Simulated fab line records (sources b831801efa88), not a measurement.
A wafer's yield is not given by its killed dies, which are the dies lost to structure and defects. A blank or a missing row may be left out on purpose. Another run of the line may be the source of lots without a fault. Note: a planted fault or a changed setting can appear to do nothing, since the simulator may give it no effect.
The tool behind it: which one? + flow sky130 + Sampling: 24 lots, 72 wafers, 6 of 708 route steps

## WHAT THE GAUGES SHOWED, per wafer
SKY_METAL2_THK_MEAS_06: measures by xrf. Usual: METAL2_ALCU_THK typically reads 249.4 nm, with standard deviation 2.9.
| lot  | measured     | on           | METAL2_ALCU_THK (nm) | flag |
|------|--------------|--------------|----------------------|------|
| L074 | day 34 05:59 | filmMetro-01 | 250.3 250.3 252.6    |      |
| L075 | day 34 10:46 | filmMetro-01 | 251.7 249.5 248.2    |      |
| L076 | day 34 19:10 | filmMetro-04 | 256.0 253.0 252.7    |      |
| L077 | day 35 00:36 | filmMetro-01 | 250.5 249.9 250.4    |      |
| L078 | day 35 13:24 | filmMetro-04 | 246.4 247.7 248.5    |      |
| L080 | day 36 02:56 | filmMetro-02 | 251.6 251.1 253.2    |      |
| L079 | day 36 07:02 | filmMetro-01 | 248.0 246.7 246.4    |      |
| L081 | day 36 16:47 | filmMetro-04 | 251.6 253.2 249.5    |      |
| L082 | day 37 02:45 | filmMetro-01 | 245.1 244.4 244.6    |      |
| L083 | day 37 11:58 | filmMetro-01 | 250.8 250.5 250.0    |      |
| L085 | day 37 15:25 | filmMetro-02 | 252.5 250.5 252.4    |      |
| L084 | day 37 16:02 | filmMetro-01 | 245.9 244.0 243.6    |      |
| L086 | day 38 07:44 | filmMetro-01 | 248.9 250.1 249.4    |      |
| L087 | day 38 16:01 | filmMetro-04 | 247.1 248.4 249.2    |      |
| L088 | day 38 17:26 | filmMetro-01 | 247.2 244.5 247.3    |      |
| L089 | day 39 01:19 | filmMetro-01 | 249.1 244.2 247.7    |      |
| L090 | day 39 11:41 | filmMetro-01 | 245.1 248.2 249.0    |      |
| L091 | day 39 11:59 | filmMetro-04 | 251.4 252.0 251.3    |      |
| L092 | day 39 18:28 | filmMetro-04 | 247.5 248.3 250.1    |      |
| L093 | day 40 05:29 | filmMetro-04 | 247.8 248.7 247.2    |      |
| L094 | day 40 17:52 | filmMetro-01 | 253.1 248.7 251.9    |      |
| L095 | day 40 20:47 | filmMetro-02 | 256.6 255.3 253.6    |      |
| L097 | day 40 23:06 | filmMetro-01 | 248.1 247.3 246.9    |      |
| L096 | day 41 02:17 | filmMetro-02 | 253.6 251.7 251.5    |      |

SKY_VIA3_BOW_MEAS_03. Usual: VIA3_BOW typically reads 78 um, with standard deviation 8.7.
| lot  | measured     | on           | VIA3_BOW (um) | flag |
|------|--------------|--------------|---------------|------|
| L074 | day 38 20:38 | filmMetro-03 | 76 82 74      |      |
| L075 | day 38 23:36 | filmMetro-02 | 83 82 92      |      |
| L076 | day 39 08:14 | filmMetro-04 | 84 61 70      |      |
| L077 | day 39 12:53 | filmMetro-02 | 75 83 74      |      |
| L078 | day 40 00:35 | filmMetro-04 | 66 82 72      |      |
| L080 | day 40 14:31 | filmMetro-03 | 79 85 84      |      |
| L079 | day 40 18:38 | filmMetro-04 | 85 80 68      |      |
| L081 | day 41 02:49 | filmMetro-02 | 77 82 85      |      |
| L082 | day 41 11:55 | filmMetro-04 | 95 89 84      |      |
| L083 | day 41 21:17 | filmMetro-04 | 71 79 82      |      |
| L085 | day 42 00:12 | filmMetro-02 | 87 98 87      |      |
| L084 | day 42 01:32 | filmMetro-04 | 73 60 66      |      |
| L086 | day 42 15:07 | filmMetro-04 | 66 73 64      |      |
| L087 | day 42 23:02 | filmMetro-02 | 72 82 89      |      |
| L088 | day 43 00:40 | filmMetro-03 | 82 76 72      |      |
| L089 | day 43 07:50 | filmMetro-02 | 71 71 64      |      |
| L090 | day 43 15:29 | filmMetro-04 | 73 79 69      |      |
| L091 | day 43 16:17 | filmMetro-03 | 96 69 80      |      |
| L092 | day 43 23:16 | filmMetro-03 | 88 86 86      |      |
| L093 | day 44 08:33 | filmMetro-04 | 55 70 66      |      |
| L094 | day 44 20:20 | filmMetro-04 | 67 76 95      |      |
| L095 | day 44 23:22 | filmMetro-02 | 83 78 69      |      |
| L097 | day 45 01:08 | filmMetro-03 | 62 68 67      |      |
| L096 | day 45 02:59 | filmMetro-04 | 76 68 85      |      |

SKY_VIA3_CD_MEAS_12: target cd 200 nm. Usual: cdNm at 200.2 nm, with a standard deviation of 1.6.
| lot  | measured     | on       | cdNm (nm)         | flag |
|------|--------------|----------|-------------------|------|
| L074 | day 39 21:06 | cdSem-01 | 197.4 199.1 198.6 |      |
| L075 | day 40 00:10 | cdSem-01 | 202.6 201.4 200.8 |      |
| L076 | day 40 08:44 | cdSem-01 | 199.0 199.1 198.7 |      |
| L077 | day 40 14:02 | cdSem-02 | 202.8 202.4 204.0 |      |
| L078 | day 41 01:49 | cdSem-02 | 200.1 200.2 200.1 |      |
| L080 | day 41 14:08 | cdSem-01 | 199.4 198.9 198.8 |      |
| L079 | day 41 18:23 | cdSem-02 | 200.2 200.8 200.2 |      |
| L081 | day 42 02:43 | cdSem-02 | 200.4 200.6 200.5 |      |
| L082 | day 42 11:41 | cdSem-02 | 197.7 197.9 198.8 |      |
| L083 | day 42 20:40 | cdSem-01 | 202.5 202.8 203.0 |      |
| L085 | day 42 23:18 | cdSem-01 | 200.1 201.0 200.5 |      |
| L084 | day 43 00:44 | cdSem-01 | 199.8 199.4 199.8 |      |
| L086 | day 43 14:28 | cdSem-02 | 198.8 197.8 197.0 |      |
| L087 | day 43 21:51 | cdSem-02 | 201.0 202.3 201.5 |      |
| L088 | day 43 23:43 | cdSem-01 | 201.1 201.0 198.6 |      |
| L089 | day 44 07:04 | cdSem-02 | 201.6 202.1 201.6 |      |
| L090 | day 44 14:26 | cdSem-02 | 199.2 201.0 199.6 |      |
| L091 | day 44 14:47 | cdSem-01 | 200.7 200.5 199.9 |      |
| L092 | day 44 21:17 | cdSem-02 | 198.8 199.2 200.7 |      |
| L093 | day 45 05:54 | cdSem-01 | 198.6 199.1 199.1 |      |
| L094 | day 45 17:44 | cdSem-02 | 202.6 201.3 203.1 |      |
| L095 | day 45 20:54 | cdSem-02 | 198.8 199.9 199.6 |      |
| L097 | day 45 22:34 | cdSem-02 | 199.4 199.4 199.6 |      |
| L096 | day 46 00:53 | cdSem-01 | 197.8 199.0 197.9 |      |

## TOOL THAT RAN EACH LOT (tool first, then ch and the chambers of the sampled wafers, then the start)
| lot  | SKY_VIA2_ETCH_15                  | SKY_METAL3_DESCUM_15             | SKY_METAL3_STRIP_19                 |
|------|-----------------------------------|----------------------------------|-------------------------------------|
| L074 | rieDiel-02 ch 0,2,3, day 36 12:40 | rieMetal-01 ch 0, day 38 19:10   | plasmaAsher-04 ch 0,1, day 38 19:29 |
| L075 | rieDiel-02 ch 0,3, day 36 16:30   | rieMetal-02 ch 0,1, day 38 22:08 | plasmaAsher-02 ch 0,1, day 38 22:28 |
| L076 | rieDiel-02 ch 0,2,3, day 37 01:11 | rieMetal-01 ch 1, day 39 06:37   | plasmaAsher-02 ch 0,1, day 39 07:05 |
| L077 | rieDiel-04 ch 0,1,3, day 37 06:06 | rieMetal-01 ch 1, day 39 11:16   | plasmaAsher-04 ch 0,1, day 39 11:43 |
| L078 | rieDiel-04 ch 1,2, day 37 18:35   | rieMetal-01 ch 1, day 39 23:01   | plasmaAsher-02 ch 0,1, day 39 23:28 |
| L080 | rieDiel-02 ch 0,3, day 38 08:34   | rieMetal-01 ch 0,1, day 40 13:02 | plasmaAsher-01 ch 0,1, day 40 13:22 |
| L079 | rieDiel-01 ch 1,2,3, day 38 12:46 | rieMetal-04 ch 0,1, day 40 17:10 | plasmaAsher-04 ch 0,1, day 40 17:29 |
| L081 | rieDiel-01 ch 0,1,2, day 38 21:22 | rieMetal-01 ch 0,1, day 41 01:22 | plasmaAsher-02 ch 0,1, day 41 01:41 |
| L082 | rieDiel-01 ch 1,3, day 39 06:59   | rieMetal-02 ch 0,1, day 41 10:25 | plasmaAsher-01 ch 1, day 41 10:44   |
| L083 | rieDiel-01 ch 0,2, day 39 16:16   | rieMetal-04 ch 0,1, day 41 19:47 | plasmaAsher-01 ch 0,1, day 41 20:07 |
| L085 | rieDiel-02 ch 0,1,2, day 39 19:40 | rieMetal-04 ch 0,1, day 41 22:39 | plasmaAsher-01 ch 0,1, day 41 23:00 |
| L084 | rieDiel-01 ch 0,1, day 39 20:33   | rieMetal-02 ch 0,1, day 42 00:01 | plasmaAsher-04 ch 0,1, day 42 00:20 |
| L086 | rieDiel-01 ch 0,1,2, day 40 10:51 | rieMetal-01 ch 0,1, day 42 13:37 | plasmaAsher-02 ch 0,1, day 42 13:56 |
| L087 | rieDiel-01 ch 0,2, day 40 19:52   | rieMetal-02 ch 0,1, day 42 21:29 | plasmaAsher-01 ch 0,1, day 42 21:50 |
| L088 | rieDiel-01 ch 0,2, day 40 21:12   | rieMetal-01 ch 0,1, day 42 23:08 | plasmaAsher-04 ch 0,1, day 42 23:28 |
| L089 | rieDiel-01 ch 0,1, day 41 04:13   | rieMetal-02 ch 0, day 43 06:16   | plasmaAsher-01 ch 0,1, day 43 06:43 |
| L090 | rieDiel-02 ch 1,2,3, day 41 13:38 | rieMetal-01 ch 0,1, day 43 14:01 | plasmaAsher-01 ch 0,1, day 43 14:20 |
| L091 | rieDiel-01 ch 0,1,2, day 41 13:42 | rieMetal-01 ch 0,1, day 43 14:41 | plasmaAsher-01 ch 0,1, day 43 15:01 |
| L092 | rieDiel-04 ch 0,2,3, day 41 21:25 | rieMetal-01 ch 0,1, day 43 21:45 | plasmaAsher-01 ch 0,1, day 43 22:07 |
| L093 | rieDiel-01 ch 1,2, day 42 07:22   | rieMetal-02 ch 0,1, day 44 07:04 | plasmaAsher-04 ch 0,1, day 44 07:25 |
| L094 | rieDiel-04 ch 0,2,3, day 42 18:23 | rieMetal-02 ch 0,1, day 44 18:27 | plasmaAsher-04 ch 0,1, day 44 18:48 |
| L095 | rieDiel-01 ch 0,1,2, day 42 22:03 | rieMetal-01 ch 0,1, day 44 21:03 | plasmaAsher-01 ch 0,1, day 44 21:24 |
| L097 | rieDiel-04 ch 2,3, day 42 23:51   | rieMetal-01 ch 0,1, day 44 23:40 | plasmaAsher-04 ch 0,1, day 44 23:59 |
| L096 | rieDiel-01 ch 0,1,2, day 43 02:07 | rieMetal-04 ch 0,1, day 45 01:17 | plasmaAsher-01 ch 0,1, day 45 01:37 |
- SKY_VIA2_ETCH_15: etches SiO2 in C4F8/O2/Ar, stops on TiN, target depth 546 nm, time 84 s.
- SKY_METAL3_DESCUM_15: chemistry O2, time 8 s.
- SKY_METAL3_STRIP_19: strips in O2/N2.

## AS READ BY THE TOOLS THEMSELVES (means over the sampled wafers that have a number; for cases with no such wafer, the mark the record gives instead)
SKY_VIA2_ETCH_15. Usual: oesProductAu at 0.939 a.u., with a standard deviation of 0.0041.
| lot  | tool       | oesProductAu (a.u.) | flag |
|------|------------|---------------------|------|
| L074 | rieDiel-02 | 0.939               |      |
| L075 | rieDiel-02 | 0.940               |      |
| L076 | rieDiel-02 | 0.939               |      |
| L077 | rieDiel-04 | 0.942               |      |
| L078 | rieDiel-04 | 0.938               |      |
| L080 | rieDiel-02 | 0.940               |      |
| L079 | rieDiel-01 | 0.937               |      |
| L081 | rieDiel-01 | 0.940               |      |
| L082 | rieDiel-01 | 0.941               |      |
| L083 | rieDiel-01 | 0.940               |      |
| L085 | rieDiel-02 | 0.938               |      |
| L084 | rieDiel-01 | 0.938               |      |
| L086 | rieDiel-01 | 0.935               |      |
| L087 | rieDiel-01 | 0.938               |      |
| L088 | rieDiel-01 | 0.938               |      |
| L089 | rieDiel-01 | 0.940               |      |
| L090 | rieDiel-02 | 0.939               |      |
| L091 | rieDiel-01 | 0.944               |      |
| L092 | rieDiel-04 | 0.940               |      |
| L093 | rieDiel-01 | 0.942               |      |
| L094 | rieDiel-04 | 0.940               |      |
| L095 | rieDiel-01 | 0.939               |      |
| L097 | rieDiel-04 | 0.937               |      |
| L096 | rieDiel-01 | 0.941               |      |

SKY_METAL3_DESCUM_15. Usual: drypumpMotorCurrentA 5.5 A, standard deviation 0.6; oesProductAu 1.000 a.u., standard deviation 0.0095; tempC 40.01 C, standard deviation 0.11.
| lot  | tool        | drypumpMotorCurrentA (A) | oesProductAu (a.u.) | tempC (C) | flag |
|------|-------------|--------------------------|---------------------|-----------|------|
| L074 | rieMetal-01 | 6.4                      | 0.983               | 39.96     |      |
| L075 | rieMetal-02 | 5.3                      | 1.010               | 40.01     |      |
| L076 | rieMetal-01 | 4.9                      | 0.995               | 40.05     |      |
| L077 | rieMetal-01 | 4.9                      | 0.991               | 39.92     |      |
| L078 | rieMetal-01 | 4.9                      | 0.994               | 40.07     |      |
| L080 | rieMetal-01 | 5.9                      | 0.997               | 40.00     |      |
| L079 | rieMetal-04 | 6.0                      | 1.002               | 39.99     |      |
| L081 | rieMetal-01 | 5.4                      | 1.002               | 40.07     |      |
| L082 | rieMetal-02 | 5.3                      | 1.011               | 40.08     |      |
| L083 | rieMetal-04 | 6.0                      | 0.999               | 40.05     |      |
| L085 | rieMetal-04 | 5.8                      | 1.006               | 40.06     |      |
| L084 | rieMetal-02 | 5.4                      | 1.006               | 40.02     |      |
| L086 | rieMetal-01 | 5.4                      | 0.991               | 39.97     |      |
| L087 | rieMetal-02 | 5.4                      | 1.013               | 40.15     |      |
| L088 | rieMetal-01 | 5.9                      | 0.997               | 40.15     |      |
| L089 | rieMetal-02 | 5.3                      | 1.014               | 39.94     |      |
| L090 | rieMetal-01 | 5.4                      | 0.999               | 40.10     |      |
| L091 | rieMetal-01 | 5.9                      | 0.997               | 39.99     |      |
| L092 | rieMetal-01 | 5.9                      | 0.995               | 39.80     |      |
| L093 | rieMetal-02 | 5.3                      | 1.010               | 39.98     |      |
| L094 | rieMetal-02 | 5.3                      | 1.013               | 39.98     |      |
| L095 | rieMetal-01 | 5.4                      | 0.997               | 40.05     |      |
| L097 | rieMetal-01 | 5.9                      | 0.991               | 39.89     |      |
| L096 | rieMetal-04 | 6.0                      | 0.995               | 40.03     |      |

SKY_METAL3_STRIP_19. Usual: drypumpMotorCurrentA 5.9 A, standard deviation 0.54; n2FlowSccm 300.0 sccm, standard deviation 0.78; oesProductAu 0.501 a.u., standard deviation 0.0056; stripTimeToEndpointS 6.51 s, standard deviation 0.082.
| lot  | tool           | drypumpMotorCurrentA (A) | n2FlowSccm (sccm) | oesProductAu (a.u.) | stripTimeToEndpointS (s) | flag |
|------|----------------|--------------------------|-------------------|---------------------|--------------------------|------|
| L074 | plasmaAsher-04 | 6.0                      | 299.7             | 0.503               | 6.45                     |      |
| L075 | plasmaAsher-02 | 5.2                      | 300.3             | 0.503               | 6.56                     |      |
| L076 | plasmaAsher-02 | 5.2                      | 299.6             | 0.500               | 6.48                     |      |
| L077 | plasmaAsher-04 | 5.8                      | 300.7             | 0.493               | 6.39                     |      |
| L078 | plasmaAsher-02 | 5.2                      | 299.3             | 0.507               | 6.46                     |      |
| L080 | plasmaAsher-01 | 6.1                      | 299.5             | 0.491               | 6.35                     |      |
| L079 | plasmaAsher-04 | 6.0                      | 300.9             | 0.495               | 6.45                     |      |
| L081 | plasmaAsher-02 | 5.2                      | 300.3             | 0.500               | 6.51                     |      |
| L082 | plasmaAsher-01 | 5.8                      | 299.3             | 0.502               | 6.53                     |      |
| L083 | plasmaAsher-01 | 6.1                      | 300.0             | 0.496               | 6.42                     |      |
| L085 | plasmaAsher-01 | 6.1                      | 299.9             | 0.503               | 6.59                     |      |
| L084 | plasmaAsher-04 | 5.8                      | 298.7             | 0.506               | 6.59                     |      |
| L086 | plasmaAsher-02 | 5.2                      | 299.9             | 0.504               | 6.52                     |      |
| L087 | plasmaAsher-01 | 6.1                      | 300.0             | 0.500               | 6.55                     |      |
| L088 | plasmaAsher-04 | 6.0                      | 299.9             | 0.504               | 6.50                     |      |
| L089 | plasmaAsher-01 | 6.1                      | 300.3             | 0.501               | 6.60                     |      |
| L090 | plasmaAsher-01 | 6.1                      | 301.0             | 0.504               | 6.58                     |      |
| L091 | plasmaAsher-01 | 6.4                      | 300.3             | 0.502               | 6.55                     |      |
| L092 | plasmaAsher-01 | 6.1                      | 300.3             | 0.512               | 6.57                     |      |
| L093 | plasmaAsher-04 | 6.0                      | 299.9             | 0.506               | 6.59                     |      |
| L094 | plasmaAsher-04 | 6.0                      | 299.8             | 0.501               | 6.60                     |      |
| L095 | plasmaAsher-01 | 6.5                      | 299.8             | 0.507               | 6.56                     |      |
| L097 | plasmaAsher-04 | 5.9                      | 299.8             | 0.497               | 6.43                     |      |
| L096 | plasmaAsher-01 | 6.1                      | 300.0             | 0.498               | 6.44                     |      |

## THE ANSWER, worked out from the rows above alone
Rule: take the mean of a lot's wafers that have a number; if it is more than 3 standard deviations from the usual mean, the lot is off. Also off: a lot with no number at a reading for which 4 or more lots have one. Where the step has rows for the other lots, those lots are counted as sound. After the gauges, taken in route order, come the tools' own readings; for these a lot's mean is taken, as printed above. At the first step where some lot is off, the reading lying furthest off is the one used; lots without a number count as furthest.
No lot is off on any of the readings shown, so nothing can be concluded from this.

## WHAT WAS PUT IN BY THE SIMULATOR
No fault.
